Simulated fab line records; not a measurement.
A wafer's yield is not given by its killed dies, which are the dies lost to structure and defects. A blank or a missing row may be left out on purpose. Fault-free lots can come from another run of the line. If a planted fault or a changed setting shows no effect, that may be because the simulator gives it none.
What tool caused it? + flow gf180mcu + Sampling: 11 lots, 33 wafers, 4 of 602 route steps

WHAT EACH GAUGE READ, for each wafer
GF_V4_RS_MEAS_24: uses a four-point probe to measure. Usual: for V4_W_RS the level is 0.326 ohm/sq and the standard deviation is 0.0035.
| lot  | measured     | on            | V4_W_RS (ohm/sq)  | flag |
|------|--------------|---------------|-------------------|------|
| L822 | day 24 21:02 | film-metro-04 | 0.326 0.328 0.325 |      |
| L823 | day 25 02:23 | film-metro-04 | 0.326 0.328 0.326 |      |
| L824 | day 25 12:24 | film-metro-02 | 0.326 0.327 0.325 |      |
| L825 | day 25 18:08 | film-metro-02 | 0.332 0.325 0.328 |      |
| L826 | day 26 04:35 | film-metro-01 | 0.321 0.319 0.324 |      |
| L828 | day 26 20:46 | film-metro-01 | 0.334 0.328 0.332 |      |
| L829 | day 27 03:22 | film-metro-04 | 0.322 0.320 0.317 |      |
| L831 | day 27 20:03 | film-metro-04 | 0.323 0.323 0.324 |      |
| L837 | day 29 14:23 | film-metro-02 | 0.246 0.324 0.326 | OFF  |
| L843 | day 31 02:36 | film-metro-04 | 0.327 0.329 0.330 |      |
| L844 | day 31 10:59 | film-metro-01 | 0.329 0.329 0.328 |      |

GF_V4_THK_MEAS_25: measures by xrf. Usual: for V4_W_THK the level is 346 nm and the standard deviation is 5.4.
| lot  | measured     | on            | V4_W_THK (nm) | flag |
|------|--------------|---------------|---------------|------|
| L822 | day 24 21:10 | film-metro-04 | 353 348 354   |      |
| L823 | day 25 02:30 | film-metro-04 | 352 347 353   |      |
| L824 | day 25 12:31 | film-metro-02 | 338 338 340   |      |
| L825 | day 25 18:15 | film-metro-02 | 335 340 337   |      |
| L826 | day 26 04:41 | film-metro-01 | 350 349 345   |      |
| L828 | day 26 20:53 | film-metro-01 | 333 339 336   |      |
| L829 | day 27 03:28 | film-metro-04 | 354 358 357   |      |
| L831 | day 27 20:10 | film-metro-04 | 354 352 353   |      |
| L837 | day 29 14:31 | film-metro-02 | 448 345 343   | OFF  |
| L843 | day 31 02:43 | film-metro-04 | 349 349 347   |      |
| L844 | day 31 11:06 | film-metro-01 | 342 342 342   |      |

EACH LOT AND THE TOOL THAT RAN IT (in order: tool; ch and the chambers of the sampled wafers; start)
| lot  | GF_V4_SPUTTER_22             | GF_V4_CVD_23                  |
|------|------------------------------|-------------------------------|
| L822 | pvd-sputter-02, day 24 20:53 | cvd-w-01 ch 0,1, day 24 20:56 |
| L823 | pvd-sputter-03, day 25 02:14 | cvd-w-01 ch 0,1, day 25 02:16 |
| L824 | pvd-sputter-03, day 25 12:15 | cvd-w-01 ch 0,1, day 25 12:17 |
| L825 | pvd-sputter-02, day 25 17:59 | cvd-w-02 ch 0,1, day 25 18:01 |
| L826 | pvd-sputter-02, day 26 04:25 | cvd-w-02 ch 1, day 26 04:27   |
| L828 | pvd-sputter-03, day 26 20:37 | cvd-w-01 ch 0,1, day 26 20:39 |
| L829 | pvd-sputter-02, day 27 03:11 | cvd-w-02 ch 0,1, day 27 03:16 |
| L831 | pvd-sputter-03, day 27 19:54 | cvd-w-02 ch 0, day 27 19:56   |
| L837 | pvd-sputter-02, day 29 14:14 | cvd-w-02 ch 0,1, day 29 14:16 |
| L843 | pvd-sputter-03, day 31 02:26 | cvd-w-01 ch 0,1, day 31 02:28 |
| L844 | pvd-sputter-02, day 31 10:50 | cvd-w-01 ch 1, day 31 10:52   |
- GF_V4_SPUTTER_22: material TiN, target thk 10 nm, time 40 s.
- GF_V4_CVD_23: deposits W, target thk 350 nm, time 104.9 s.

AS READ BY THE TOOLS THEMSELVES (means over the sampled wafers that have a number; for cases with no such wafer, the mark the record gives instead)
GF_V4_SPUTTER_22. Usual: 29.7 % for throttle-valve-pct, sd 1.1.
| lot  | tool           | throttle-valve-pct (%) | flag |
|------|----------------|------------------------|------|
| L822 | pvd-sputter-02 | 30.4                   |      |
| L823 | pvd-sputter-03 | 28.5                   |      |
| L824 | pvd-sputter-03 | 28.5                   |      |
| L825 | pvd-sputter-02 | 30.5                   |      |
| L826 | pvd-sputter-02 | 31.3                   |      |
| L828 | pvd-sputter-03 | 29.6                   |      |
| L829 | pvd-sputter-02 | 29.9                   |      |
| L831 | pvd-sputter-03 | 29.0                   |      |
| L837 | pvd-sputter-02 | 30.4                   |      |
| L843 | pvd-sputter-03 | 29.5                   |      |
| L844 | pvd-sputter-02 | 31.2                   |      |

GF_V4_CVD_23. Usual: heater-power-w 912 W, standard deviation 90; susceptor-temp-C 399.98 C, standard deviation 0.24.
| lot  | tool     | heater-power-w (W) | susceptor-temp-C (C) | flag |
|------|----------|--------------------|----------------------|------|
| L822 | cvd-w-01 | 847                | 399.93               |      |
| L823 | cvd-w-01 | 867                | 400.08               |      |
| L824 | cvd-w-01 | 854                | 399.87               |      |
| L825 | cvd-w-02 | 1000               | 399.87               |      |
| L826 | cvd-w-02 | 869                | 400.03               |      |
| L828 | cvd-w-01 | 840                | 399.70               |      |
| L829 | cvd-w-02 | 918                | 399.95               |      |
| L831 | cvd-w-02 | 1060               | 400.02               |      |
| L837 | cvd-w-02 | 1004               | 400.21               |      |
| L843 | cvd-w-01 | 885                | 399.98               |      |
| L844 | cvd-w-01 | 939                | 400.03               |      |

THE ANSWER, worked out from the rows above alone
Rule: a lot is off if the mean of its wafers that have a number lies more than 3 standard deviations from the usual mean. A lot without any number at a reading at which 4 lots or more have one is off too. Where the step has rows for the other lots, those lots are counted as sound. After the gauges, taken in route order, come the tools' own readings; for these a lot's mean is taken, as printed above. At the first step where some lot is off, the reading lying furthest off is the one used; lots without a number count as furthest.
Off: at GF_V4_RS_MEAS_24 (V4_W_RS), L837.
If a tool, at a process step before that reading, ran all the lots that are off and no sound lot after the first of them, it fits. Gauges at GF_V4_RS_MEAS_24: tried the same way as those tools. Can't be told from this: 2 tools fit, cvd-w-02 at GF_V4_CVD_23, film-metro-02 at GF_V4_RS_MEAS_24.

WHAT THE SIMULATOR PUT IN
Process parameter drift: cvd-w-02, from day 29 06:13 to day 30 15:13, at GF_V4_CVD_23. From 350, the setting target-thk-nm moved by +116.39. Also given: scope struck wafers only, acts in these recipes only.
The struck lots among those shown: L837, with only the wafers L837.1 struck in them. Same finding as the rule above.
